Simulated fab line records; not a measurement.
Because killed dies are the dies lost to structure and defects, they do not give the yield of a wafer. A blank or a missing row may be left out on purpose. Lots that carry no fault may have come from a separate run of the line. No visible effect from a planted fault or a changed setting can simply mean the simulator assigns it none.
Which of the tools did it? | flow sky130 | 14 lots with 42 wafers sampled at 4 steps, on a route of 708 steps

## WHAT THE GAUGES SHOWED, per wafer
SKY_SD_P_TW_MEAS_11. Usual: SD_P_TW gives 2820 (standard deviation 21).
lot  | measured     | on            | SD_P_TW        | flag
L721 | day 25 21:45 | film metro-01 | 2794 2803 2791 |
L722 | day 25 23:59 | film metro-02 | 2816 2829 2820 |
L723 | day 26 19:35 | film metro-03 | 2843 2836 2835 |
L727 | day 27 19:12 | film metro-02 | 2822 2824 2826 |
L728 | day 28 09:06 | film metro-01 | 2788 2779 2794 |
L731 | day 29 00:39 | film metro-02 | 2821 2814 2813 |
L732 | day 29 09:40 | film metro-01 | 2818 2808 2795 |
L733 | day 29 21:05 | film metro-01 | 2811 2810 2817 |
L736 | day 31 04:17 | film metro-03 | 2844 2846 2865 |
L739 | day 31 20:31 | film metro-02 | 2832 2829 2834 |
L738 | day 31 20:49 | film metro-03 | 2835 2852 2847 |
L740 | day 32 02:29 | film metro-01 | 2804 2784 2784 |
L742 | day 32 20:14 | film metro-02 | 2830 2851 2839 |
L743 | day 33 04:31 | film metro-01 | 2789 2794 2780 |

SKY_SD_N_OVL_MEAS_08. Usual: SD_N_OVL gives -0.1 nm (standard deviation 1.5).
lot  | measured     | on         | SD_N_OVL (nm)  | flag
L721 | day 28 08:13 | overlay-02 | -3.4 -1.7 -0.8 |
L722 | day 28 09:43 | overlay-02 | 1.1 1.1 1.1    |
L723 | day 29 03:57 | overlay-02 | 1.8 2.9 0.9    |
L727 | day 30 04:10 | overlay-01 | -0.4 -1.2 -0.6 |
L728 | day 30 17:24 | overlay-01 | 0.0 0.0 -0.5   |
L731 | day 31 08:28 | overlay-02 | 1.8 1.6 1.7    |
L732 | day 31 16:38 | overlay-02 | 1.7 0.4 0.6    |
L733 | day 32 03:00 | overlay-02 | 0.2 1.3 0.7    |
L736 | day 33 10:01 | overlay-02 | -0.5 -0.6 -2.2 |
L739 | day 34 02:24 | overlay-01 | 0.4 -2.0 -2.5  |
L738 | day 34 03:25 | overlay-01 | 3.6 3.2 2.4    |
L740 | day 34 08:05 | overlay-02 | -1.8 -1.9 -1.8 |
L742 | day 35 00:48 | overlay-01 | -1.8 -1.4 -1.8 |
L743 | day 35 08:44 | overlay-01 | -0.1 -1.4 -3.2 |

SKY_LOCAL_INTERCONNECT_OVL_MEAS_12. Usual: LOCAL_INTERCONNECT_OVL gives 3 nm (standard deviation 5).
lot  | measured     | on         | LOCAL_INTERCONNECT_OVL (nm) | flag
L721 | day 30 20:01 | overlay-01 | 0 4 -5                      |
L722 | day 30 21:00 | overlay-02 | 4 10 3                      |
L723 | day 31 14:43 | overlay-01 | 2 5 -4                      |
L727 | day 32 14:52 | overlay-01 | 5 2 11                      |
L728 | day 33 02:37 | overlay-01 | -2 -3 4                     |
L731 | day 33 17:31 | overlay-02 | -5 1 -2                     |
L732 | day 34 02:32 | overlay-02 | 7 -2 6                      |
L733 | day 34 11:38 | overlay-02 | 4 7 11                      |
L736 | day 35 15:58 | overlay-02 | 6 7 9                       |
L739 | day 36 10:07 | overlay-02 | 9 5 5                       |
L738 | day 36 11:25 | overlay-02 | -1 4 0                      |
L740 | day 36 14:17 | overlay-02 | -4 6 -11                    |
L742 | day 37 10:23 | overlay-02 | 2 3 1                       |
L743 | day 37 16:17 | overlay-02 | 4 5 6                       |

## EACH LOT AND THE TOOL THAT RAN IT (in order: tool; ch and the chambers of the sampled wafers; start)
lot  | SKY_LOCAL_INTERCONNECT_DEVELOP_10
L721 | litho track-04 ch 0, day 30 19:00
L722 | litho track-03 ch 0, day 30 20:00
L723 | litho track-04 ch 0, day 31 14:00
L727 | litho track-04 ch 0, day 32 14:00
L728 | litho track-02 ch 0, day 33 02:00
L731 | litho track-04 ch 0, day 33 17:00
L732 | litho track-04 ch 0, day 34 02:00
L733 | litho track-03 ch 0, day 34 11:00
L736 | litho track-02 ch 0, day 35 15:00
L739 | litho track-02 ch 0, day 36 09:00
L738 | litho track-04 ch 0, day 36 11:00
L740 | litho track-04 ch 0, day 36 14:00
L742 | litho track-04 ch 0, day 37 07:00
L743 | litho track-04 ch 0, day 37 16:00
- SKY_LOCAL_INTERCONNECT_DEVELOP_10: develop time 60 s.

## WHAT THE TOOLS THEMSELVES READ (means of the sampled wafers that have a number; where no wafer has one, the mark that the record gives instead)
SKY_LOCAL_INTERCONNECT_DEVELOP_10. Usual: developer temp C 21.03 C, standard deviation 0.099; exhaust pa 44.9 Pa, standard deviation 0.86.
lot  | tool           | developer temp C (C) | exhaust pa (Pa) | flag
L721 | litho track-04 | 21.10                | 46.0            |
L722 | litho track-03 | 20.93                | 44.2            |
L723 | litho track-04 | 21.10                | 45.0            |
L727 | litho track-04 | 20.25                | 45.4            | OFF
L728 | litho track-02 | 21.05                | 45.6            |
L731 | litho track-04 | 20.23                | 45.5            | OFF
L732 | litho track-04 | 20.17                | 45.7            | OFF
L733 | litho track-03 | 21.03                | 44.3            |
L736 | litho track-02 | 20.99                | 45.1            |
L739 | litho track-02 | 21.07                | 44.2            |
L738 | litho track-04 | 21.04                | 44.7            |
L740 | litho track-04 | 20.92                | 44.5            |
L742 | litho track-04 | 20.95                | 45.4            |
L743 | litho track-04 | 21.01                | 44.6            |

## THE ANSWER, worked out from the rows above alone
Rule: take the mean of a lot's wafers that have a number; if it is more than 3 standard deviations from the usual mean, the lot is off. A lot without any number at a reading at which 4 lots or more have one is off too. Any other lot the step has rows for is counted as sound. First the gauges in route order, then the tools' own readings, where a lot's mean is used as printed above. The first step at which some lot is off is used, and at that step the reading that is off furthest; a lot without a number counts as furthest.
Off: L727, L731, L732 (SKY_LOCAL_INTERCONNECT_DEVELOP_10, developer temp C).
If a tool, at that step or one of the process steps before it, ran each lot that is off and ran no sound lot following the first of them, it fits. Of those tried, none fits.

## WHAT THE SIMULATOR HAD INSERTED
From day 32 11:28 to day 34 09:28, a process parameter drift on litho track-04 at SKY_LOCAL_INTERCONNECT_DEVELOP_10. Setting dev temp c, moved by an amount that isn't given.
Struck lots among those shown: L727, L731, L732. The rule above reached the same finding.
